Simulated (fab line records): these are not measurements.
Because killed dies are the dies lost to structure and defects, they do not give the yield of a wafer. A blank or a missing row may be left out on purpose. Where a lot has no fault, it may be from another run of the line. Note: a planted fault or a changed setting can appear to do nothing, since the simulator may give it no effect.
Struck lot and sound lot, side by side / flow sky130 / 19 steps out of a route of 708
Sound: the wafers L364.3, L364.4, L364.6. Struck: wafer L362.5 (left out: L362.1, a lot-mate that was not struck); the cause follows at the end.
Each step with rows lists, per side, the tool, then ch with its chambers, then its first start. Under that, the readings that differ: sound wafers / struck wafers / difference of the means / sigmas: that difference in standard deviations of wafers without a fault.
alike: same words and numbers on both sides, and readings whose means sit less than 2 such deviations apart. not compared: any withheld reading, any reading some wafer has no value for, any bound like >300 that may hide the same value, and any number with overlapping values for which the record gives no deviation.
The two part at a step that has a row with sigmas, a row that says differs or no value, or rows on one side only. When numbers do not overlap yet have no deviation, they are printed without sigmas and do not part them. Lack of a reading on every wafer of one side parts them only where that side has two or more wafers.

first, 2 steps without rows for these wafers: SKY_LDD_HVN_PEB_05; SKY_LDD_HVN_DEVELOP_06 (develop time 60 s).
SKY_LDD_HVN_OVL_MEAS_07:
  sound on overlay-01, day 27 10:28; struck on overlay-01, day 27 00:47
reading=LDD_HVN_OVL (nm); sound=0.4 -1.1 -1.5; struck=2.5; difference=+3.2; sigmas=+2
next, for these wafers, 1 step has no rows: SKY_LDD_HVN_IMPLANT_08.
SKY_LDD_HVN_STRIP_09: strips in O2/N2.
  sound on plasma_asher-04 ch 0,1, day 27 10:41; struck on plasma_asher-01 ch 0, day 27 00:59
  alike: drypump_motor_current_A, oes_product_au, strip_time_to_endpoint_s
  not compared: rf_hours_counter_h
SKY_LDD_HVN_TW_MEAS_10:
  sound on film_metro-01, day 27 10:46; struck on film_metro-03, day 27 01:05
  alike: LDD_HVN_TW
then, 6 steps without rows for these wafers: SKY_LDD_HVP_DEHYDRATE_00 (time 60 s); SKY_LDD_HVP_HMDS_01 (prime time 60 s); SKY_LDD_HVP_COAT_02 (resist thk 300 nm); SKY_LDD_HVP_SOFTBAKE_03 (time 60 s); SKY_LDD_HVP_EXPOSE_04 (exposes mask HVPTM, target cd 700 nm); SKY_LDD_HVP_PEB_05.
SKY_LDD_HVP_DEVELOP_06: develop time 60 s.
  sound on litho_track-02 ch 0, day 28 15:40; struck on litho_track-04 ch 0, day 28 05:19
  alike: resist_line_temp_C
SKY_LDD_HVP_OVL_MEAS_07:
  sound on overlay-01, day 28 15:46; struck on overlay-02, day 28 05:28
reading=LDD_HVP_OVL (nm); sound=0.4 -0.7 0.9; struck=-2.8; difference=-3.0; sigmas=-2
next, for these wafers, 1 step has no rows: SKY_LDD_HVP_IMPLANT_08.
SKY_LDD_HVP_STRIP_09: strips in O2/N2.
  sound on plasma_asher-01 ch 0,1, day 28 15:59; struck on plasma_asher-02 ch 1, day 28 05:39
reading=oes_product_au (a.u.); sound=0.403 0.404 0.405; struck=0.417; difference=+0.013; sigmas=+3
  alike: drypump_motor_current_A, strip_time_to_endpoint_s
  not compared: rf_hours_counter_h
SKY_LDD_HVP_TW_MEAS_10:
  sound on film_metro-04, day 28 16:04; struck on film_metro-01, day 28 05:45
reading=LDD_HVP_TW; sound=445 445 441; struck=73; difference=-371; sigmas=-67
then, 1 step without rows for these wafers: SKY_LDD_LDN_DEHYDRATE_00 (time 60 s).
-- here the record skips 22 days between the struck wafers' starts before and after, leaving off in module LDD_LDN and picking up in module PAD_OPEN (first step shown: number 708 of the route) --
SKY_PAD_OPEN_PROBE_99:
  sound on prober-01, day 50 11:24; struck on prober-02, day 50 01:57
reading=killed_at_front_end; sound=12 13 12; struck=426; difference=+414; sigmas=+92
reading=killed_at_other; sound=1 1 0; struck=3; difference=+2; sigmas=+4
reading=killed_dies; sound=104 80 72; struck=492; difference=+407; sigmas=+44
reading=killed_on_rim; sound=19 16 8; struck=96; difference=+82; sigmas=+19
  alike: killed_at_M0_to_M3, killed_at_M4_up, killed_at_contacts, killed_open, killed_short

## WHERE THEY PART
Last at SKY_PAD_OPEN_PROBE_99 as far as this record goes, first at SKY_LDD_HVN_OVL_MEAS_07.

WHY: what had been put in by the simulator
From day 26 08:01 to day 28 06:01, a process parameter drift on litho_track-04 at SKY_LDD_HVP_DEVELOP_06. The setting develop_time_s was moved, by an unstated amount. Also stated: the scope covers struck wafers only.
